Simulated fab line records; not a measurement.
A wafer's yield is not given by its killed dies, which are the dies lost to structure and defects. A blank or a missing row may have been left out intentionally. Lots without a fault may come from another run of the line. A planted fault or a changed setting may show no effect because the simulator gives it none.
fab line records    flow sky130
[record] lots = 12  wafers = 36  last_day = 50
route steps=708 shown GATE_OXIDE@200 LDD_P@263 LDD_LDN@293 SD_P@330 PAD_OPEN@708
lots that met no fault: taken from a fault-free run of the same line
start_h: start of the lot's first displayed wafer, in hours after the record's first day    wait_h: hours elapsed since this lot's preceding step    " same as the row above    L1.1+2: a single row standing in for several wafers    - no value present, or no start provided    * or withheld: withheld    < > ~ a bound
route shown NAME@n: names a module that has steps shown in the file, with the first one's number in the route    usual: the fault-free wafers' mean and standard deviation    same: alike in all rows    chamber/n: place in a boat    sites: readings site by site    _std_site: their standard deviation    _edge_site: the outer-site mean with the inner-site mean subtracted    radius_mm: how far each site lies from the wafer's centre    mask NAME#n: copy n    behind: the last tool/chamber to shape the wafer    hold: the reason the lot was held/the length of the hold in hours/how it ended    device: the n, p or np transistor that did not switch    end of line: tests of these same wafers at the route's end    for a step that has no rows: nothing shown but its recipe    killed: at the first sort, the dies lost to defects and structure; wafer yield is something else    map: dies across one wafer; x = killed, . = not, _ = none there
set.NAME: the setting the step ran with; set.NAME@STEP: the setting that earlier step ran with    model.NAME: the simulator's own value behind a step, which no gauge read
one table for each step of the route and one row for each wafer, over a sample of lots
services: the hour from which a tool's chamber was out of use, counted from the record's first day as start_h (under 0 if before that day), plus the number of hours and why
[[steps]]
[step SKY_GATE_OXIDE_STRIP_13]
[recipe] chemistry = O2/N2  power_w = 1400  pressure_mtorr = 1500  platen_temp_c = withheld  o2_flow_sccm = 3000  n2_flow_sccm = 300  overash_fraction = 0.5
[usual] drypump_motor_current_A = 6.0/0.45  oes_product_au = 0.715/0.0051  strip_time_to_endpoint_s = 14.17/0.034
lot.wafer  tool             chamber  start_h  wait_h  drypump_motor_current_A  oes_product_au  rf_hours_counter_h  strip_time_to_endpoint_s
L567.1     plasma_asher-01  1        318.41   0.0     6.1                      0.719           63                  14.16
L567.2     "                0        "        "       5.1                      0.711           63                  14.15
L567.5     "                0        "        "       5.1                      0.715           -                   14.16
L570.4     plasma_asher-03  0        348.29   0.0     6.4                      0.718           -                   14.16
L570.5     "                0        "        "       6.5                      0.712           -                   14.20
L570.6     "                1        "        "       6.1                      0.713           -                   14.18
L571.1     plasma_asher-04  1        359.18   0.0     6.3                      0.714           68                  14.14
L571.4     "                0        "        "       5.9                      0.711           -                   14.19
L571.5     "                1        "        "       6.3                      0.705           -                   14.18
L573.1     plasma_asher-03  0        363.73   0.0     6.5                      0.713           52                  14.17
L573.2     "                1        "        "       6.1                      0.717           52                  14.16
L573.5     "                1        "        "       6.1                      0.725           -                   14.20
L574.1     plasma_asher-01  1        379.53   0.0     6.1                      0.728           69                  14.17
L574.2     "                0        "        "       5.1                      0.720           69                  14.18
L574.6     "                0        "        "       5.1                      0.712           -                   14.22
L575.3     plasma_asher-04  1        383.54   0.0     6.3                      0.727           -                   14.15
L575.5     "                0        "        "       5.9                      0.711           -                   14.11
L575.6     "                1        "        "       6.3                      0.716           -                   14.18
L576.1     plasma_asher-04  0        389.14   0.0     5.9                      0.718           71                  14.18
L576.2     "                1        "        "       6.3                      0.716           71                  14.20
L576.6     "                0        "        "       5.9                      0.710           -                   14.20
L577.1     plasma_asher-01  1        389.43   0.0     6.1                      0.718           70                  14.11
L577.4     "                0        "        "       5.1                      0.713           -                   14.11
L577.5     "                1        "        "       6.0                      0.703           -                   14.09
L578.3     plasma_asher-01  0        402.49   0.0     5.1                      0.710           -                   14.16
L578.4     "                1        "        "       6.1                      0.718           -                   14.20
L578.5     "                0        "        "       5.1                      0.722           -                   14.17
L581.1     plasma_asher-01  1        432.28   0.0     6.1                      0.715           75                  14.15
L581.3     "                1        "        "       6.1                      0.723           -                   14.18
L581.6     "                0        "        "       5.2                      0.718           -                   14.13
L586.4     plasma_asher-03  1        474.82   0.0     6.1                      0.707           -                   14.14
L586.5     "                0        "        "       6.4                      0.712           -                   14.14
L586.6     "                1        "        "       6.1                      0.716           -                   14.19
L588.1     plasma_asher-04  1        497.56   0.0     6.3                      0.712           6                   14.22
L588.2     "                0        "        "       5.9                      0.711           6                   14.18
L588.4     "                1        "        "       6.3                      0.713           -                   14.19
[step SKY_LDD_P_OVL_MEAS_08]
[usual] LDD_P_OVL = -0.1/1.3
lot.wafer  tool        chamber  start_h  wait_h  LDD_P_OVL[nm]
L567.1     overlay-01  -        445.34   0.1     0.9
L567.2     "           -        "        "       1.4
L567.5     "           -        "        "       2.4
L570.4     overlay-01  -        474.93   0.1     -0.8
L570.5     "           -        "        "       -0.7
L570.6     "           -        "        "       0.4
L571.1     overlay-02  -        487.14   0.1     -3.2
L571.4     "           -        "        "       -0.9
L571.5     "           -        "        "       0.7
L573.1     overlay-02  -        491.89   0.1     0.1
L573.2     "           -        "        "       -1.2
L573.5     "           -        "        "       -0.4
L574.1     overlay-01  -        507.64   0.1     -1.0
L574.2     "           -        "        "       -1.2
L574.6     "           -        "        "       0.4
L575.3     overlay-01  -        515.51   0.1     2.6
L575.5     "           -        "        "       2.9
L575.6     "           -        "        "       0.6
L577.1     overlay-02  -        523.97   0.1     1.0
L577.4     "           -        "        "       -1.6
L577.5     "           -        "        "       -1.8
L576.1     overlay-02  -        524.10   0.1     -1.5
L576.2     "           -        "        "       -1.2
L576.6     "           -        "        "       -1.5
L578.3     overlay-01  -        535.06   0.1     -0.9
L578.4     "           -        "        "       -2.0
L578.5     "           -        "        "       -0.2
L581.1     overlay-02  -        561.87   0.1     0.7
L581.3     "           -        "        "       0.4
L581.6     "           -        "        "       1.3
L586.4     overlay-02  -        603.62   0.1     1.0
L586.5     "           -        "        "       0.4
L586.6     "           -        "        "       1.3
L588.1     overlay-02  -        622.57   0.1     -1.8
L588.2     "           -        "        "       -1.1
L588.4     "           -        "        "       -0.4
[step SKY_LDD_LDN_EXPOSE_04]
[recipe] mask_id = LDNTM  na = 0.6  source_shape = conventional  sigma_outer = 0.6  polarization = unpolarized  target_cd_nm = 700  dose_mj = 140
lot.wafer   tool              chamber  start_h  wait_h  mask
L567.1+2+5  iline_stepper-01  0        521.00   -       LDNTM#0
L570.4+5+6  iline_stepper-01  0        551.55   -       LDNTM#0
L571.1+4+5  iline_stepper-01  0        563.30   -       LDNTM#0
L573.1+2+5  iline_stepper-01  0        567.72   -       LDNTM#0
L574.1+2+6  iline_stepper-01  0        582.73   -       LDNTM#0
L575.3+5+6  iline_stepper-01  0        591.15   -       LDNTM#0
L577.1+4+5  iline_stepper-01  0        598.85   -       LDNTM#0
L576.1+2+6  iline_stepper-01  0        598.96   -       LDNTM#0
L578.3+4+5  iline_stepper-02  0        608.33   -       LDNTM#0
L581.1+3+6  iline_stepper-02  0        635.72   -       LDNTM#0
L586.4+5+6  iline_stepper-02  0        674.63   -       LDNTM#0
L588.1+2+4  iline_stepper-02  0        693.65   -       LDNTM#0
[step SKY_LDD_LDN_OVL_MEAS_07]
[usual] LDD_LDN_OVL = -1.0/1.3
lot.wafer  tool        chamber  start_h  wait_h  LDD_LDN_OVL[nm]
L567.1     overlay-02  -        536.45   0.1     1.1
L567.2     "           -        "        "       1.0
L567.5     "           -        "        "       -0.2
L570.4     overlay-02  -        566.67   0.1     2.0
L570.5     "           -        "        "       -1.4
L570.6     "           -        "        "       0.6
L571.1     overlay-01  -        576.95   0.1     -0.4
L571.4     "           -        "        "       -0.4
L571.5     "           -        "        "       -0.3
L573.1     overlay-02  -        581.80   0.1     0.4
L573.2     "           -        "        "       -1.7
L573.5     "           -        "        "       -0.9
L574.1     overlay-01  -        597.13   0.1     43.3
L574.2     "           -        "        "       43.2
L574.6     "           -        "        "       42.0
L575.3     overlay-02  -        605.31   0.1     44.8
L575.5     "           -        "        "       43.7
L575.6     "           -        "        "       44.9
L577.1     overlay-02  -        612.95   0.1     43.6
L577.4     "           -        "        "       45.3
L577.5     "           -        "        "       44.6
L576.1     overlay-01  -        613.25   0.1     42.6
L576.2     "           -        "        "       43.6
L576.6     "           -        "        "       41.9
L578.3     overlay-02  -        623.11   0.1     -1.7
L578.4     "           -        "        "       -1.5
L578.5     "           -        "        "       -2.3
L581.1     overlay-02  -        649.70   0.1     -2.1
L581.3     "           -        "        "       -2.3
L581.6     "           -        "        "       -2.4
L586.4     overlay-01  -        688.95   0.1     -0.8
L586.5     "           -        "        "       -0.9
L586.6     "           -        "        "       -3.4
L588.1     overlay-01  -        706.85   0.1     -1.5
L588.2     "           -        "        "       -2.7
L588.4     "           -        "        "       -2.0
[step SKY_SD_P_STRIP_10]
[recipe] chemistry = O2/N2  power_w = 1400  pressure_mtorr = 1500  platen_temp_c = withheld  o2_flow_sccm = 3000  n2_flow_sccm = 300  overash_fraction = 0.5
[usual] drypump_motor_current_A = 6.1/0.32  oes_product_au = 0.618/0.0048  strip_time_to_endpoint_s = 17.50/0.036
lot.wafer  tool             chamber  start_h  wait_h  drypump_motor_current_A  oes_product_au  rf_hours_counter_h  strip_time_to_endpoint_s
L567.1     plasma_asher-03  0        597.65   0.1     6.4                      0.616           76                  17.48
L567.2     "                1        "        "       6.1                      0.611           76                  17.48
L567.5     "                0        "        "       6.5                      0.617           -                   17.52
L570.4     plasma_asher-03  0        627.29   0.1     6.5                      0.616           -                   17.46
L570.5     "                0        "        "       6.4                      0.613           -                   17.46
L570.6     "                1        "        "       6.1                      0.619           -                   17.47
L571.1     plasma_asher-01  0        638.48   0.1     5.1                      0.621           95                  17.48
L571.4     "                0        "        "       5.1                      0.614           -                   17.53
L571.5     "                1        "        "       6.1                      0.623           -                   17.53
L573.1     plasma_asher-02  1        643.10   0.1     6.1                      0.620           49                  17.48
L573.2     "                0        "        "       6.0                      0.620           49                  17.49
L573.5     "                1        "        "       6.1                      0.620           -                   17.47
L574.1     plasma_asher-02  1        657.00   0.1     6.1                      0.621           50                  17.53
L574.2     "                0        "        "       6.0                      0.623           50                  17.53
L574.6     "                0        "        "       6.0                      0.618           -                   17.50
L575.3     plasma_asher-03  0        666.04   0.1     6.4                      0.620           -                   17.47
L575.5     "                0        "        "       6.5                      0.620           -                   17.55
L575.6     "                1        "        "       6.1                      0.623           -                   17.50
L577.1     plasma_asher-03  0        672.55   0.1     6.5                      0.609           84                  17.56
L577.4     "                1        "        "       6.1                      0.621           -                   17.51
L577.5     "                1        "        "       6.1                      0.612           -                   17.50
L576.1     plasma_asher-03  0        673.25   0.1     6.4                      0.610           84                  17.48
L576.2     "                1        "        "       6.1                      0.621           84                  17.53
L576.6     "                0        "        "       6.4                      0.615           -                   17.51
L578.3     plasma_asher-01  0        681.59   0.1     5.1                      0.619           -                   17.47
L578.4     "                1        "        "       6.1                      0.623           -                   17.54
L578.5     "                1        "        "       6.1                      0.613           -                   17.49
L581.1     plasma_asher-03  1        708.38   0.1     6.1                      0.616           87                  17.55
L581.3     "                1        "        "       6.1                      0.620           -                   17.56
L581.6     "                0        "        "       6.4                      0.620           -                   17.51
L586.4     plasma_asher-01  1        746.38   0.1     6.1                      0.618           -                   17.45
L586.5     "                0        "        "       5.2                      0.617           -                   17.48
L586.6     "                1        "        "       6.1                      0.617           -                   17.48
L588.1     plasma_asher-03  1        764.13   0.1     6.1                      0.621           93                  17.49
L588.2     "                0        "        "       6.5                      0.616           93                  17.51
L588.4     "                0        "        "       6.5                      0.614           -                   17.47
[step SKY_PAD_OPEN_PROBE_99]
[usual] killed_at_M0_to_M3 = 45/7  killed_at_M4_up = 3.4/1.8  killed_at_contacts = 24/5.4  killed_at_front_end = 16/4.8  killed_at_other = 0.4/0.62  killed_dies = 89/10  killed_open = 48/7.2  killed_short = 40/6.3
[same] gross_dies = 492  killed_at_back_side = 0
lot.wafer  tool       chamber  start_h  wait_h  killed_at_M0_to_M3  killed_at_M4_up  killed_at_contacts  killed_at_front_end  killed_at_other  killed_dies  killed_open  killed_short
L581.1     prober-01  -        1155.92  0.1     45                  2                31                  19                   0                97           63           34
// killed by level:class
L581.1 VIA1:geometric_particle:open=13 CONTACT:geometric_particle:open=11 LI_CONTACT:geometric_particle:open=9 VIA3:geometric_particle:open=8 FIELD_ISO:geometric_particle:short=7 VIA2:geometric_particle:open=7 FIELD_ISO:geometric_particle:open=5 VIA1:geometric_particle:short=5
[[services]]
tool              chamber  start_h  hours  kind
plasma_asher-02   -        307.36   22.6   repair
iline_stepper-02  -        309.59   2.1    repair
plasma_asher-04   -        402.15   2.4    repair
iline_stepper-01  -        414.89   21.7   repair
plasma_asher-04   -        421.25   9.0    pm
iline_stepper-01  -        436.54   4.4    pm
plasma_asher-04   -        441.50   1.0    repair
plasma_asher-01   -        446.61   1.3    repair
plasma_asher-04   -        477.43   4.0    pm
iline_stepper-01  -        482.80   1.7    pm
plasma_asher-01   -        502.01   3.6    repair
plasma_asher-01   -        516.94   0.4    repair
iline_stepper-02  -        528.51   1.3    repair
iline_stepper-01  -        534.74   8.9    pm
iline_stepper-02  -        590.30   1.7    pm
plasma_asher-01   -        621.47   2.8    pm
iline_stepper-01  -        633.85   5.7    repair
plasma_asher-03   -        653.01   2.8    pm
plasma_asher-01   -        660.06   4.3    repair
iline_stepper-02  -        664.63   0.5    repair
plasma_asher-04   -        677.87   2.8    pm
iline_stepper-01  -        701.06   1.7    pm
plasma_asher-01   -        733.78   9.0    pm
iline_stepper-01  -        749.09   2.1    repair
[[key]]
[first_sign] step = SKY_LDD_LDN_OVL_MEAS_07  reading = LDD_LDN_OVL  direction = up  sigmas = 36  usual = -1.0  struck = 43.6
effect none on later readings
met_at SKY_LDD_LDN_EXPOSE_04
struck_lots L574,L575,L576,L577
tester_left_out L574,L575,L576,L577
not_acting_at SKY_GATE_OXIDE_STRIP_13,SKY_LDD_P_OVL_MEAS_08,SKY_SD_P_STRIP_10
onset_between 567.72 582.73
[fault] kind = scanner_matching_overlay  tool = iline_stepper-01  chamber = -  onset_h = 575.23  steps = SKY_LDD_LDN_EXPOSE_04  offset = 44.398
// tester_left_out: of these lots the tester's yield and bins aren't shown, on N5 and GAA mostly nor the transistor test; their killed dies are dies lost to structure and defects alone, not to doping, threshold or leakage, so they don't give the yield
